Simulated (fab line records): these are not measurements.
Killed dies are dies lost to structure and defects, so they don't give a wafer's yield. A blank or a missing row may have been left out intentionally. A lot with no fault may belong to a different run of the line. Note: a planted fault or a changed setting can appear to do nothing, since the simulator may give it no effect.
The same fault as seen by 2 desks -- flow sky130 -- what lay behind the numbers comes last; until then each desk has only its own

## FROM THE METROLOGY DESK
Lot by lot, what the gauges showed, no matter which tool ran the lot: averages of those sampled wafers that carry a number. If a lot's mean is further than 4 standard deviations from the usual mean, the lot is out of limits and carries the mark OUT (the distance appears in the brackets).
Columns: A = cd nm at SKY_METAL3_CD_MEAS_13, usual 299.8 nm; B = VIA4_HDPCVD_THK at SKY_VIA4_THK_MEAS_01, usual 1751 nm
lot,first seen here,A,B
L276,day 38 09:10,297.5,1758
L277,day 38 20:10,299.9,1735
L278,day 39 09:00,300.6,1736
L279,day 39 15:38,301.6,1763
L280,day 39 20:22,299.6,1744
L282,day 40 06:49,300.3,1733
L286,day 41 20:37,301.6,1779
L295,day 43 17:41,299.1,1764
L296,day 43 23:13,301.4,1756
L297,day 44 06:11,301.4,1756
L298,day 44 09:02,300.7,1737
L299,day 44 20:19,298.1,1755
Finding of this desk: none of the 12 lots has anything out of limits.

## DESK OF THE TOOL OWNER: wet bench-04
The tool's own readings at SKY_CAP2M_STRIP_15 (strips in post etch residue remover, time 1200 s): means of the sampled wafers that have a number, for each lot that ran on this tool. If a lot's mean is further than 4 standard deviations from the usual mean, the lot is out of limits and carries the mark OUT (the distance appears in the brackets).
Columns: A = bath guard temp C at SKY_CAP2M_STRIP_15, usual 72.2 C; B = bath heat duty pct at SKY_CAP2M_STRIP_15, usual 15.4 %
lot,first seen here,A,B
L276,day 40 13:32,72.6,14.5
L277,day 41 00:53,71.5,13.7
L279,day 41 20:00,72.5,16.5
L282,day 42 10:53,72.0,18.3
L286,day 43 23:44,71.8,13.4
Finding of this desk: none of the 5 lots has anything out of limits.

## PUT TOGETHER
Nothing out of limits was seen by the metrology desk.
The desk of the tool owner found nothing out of limits.

## WHAT HAD BEEN PUT IN BY THE SIMULATOR
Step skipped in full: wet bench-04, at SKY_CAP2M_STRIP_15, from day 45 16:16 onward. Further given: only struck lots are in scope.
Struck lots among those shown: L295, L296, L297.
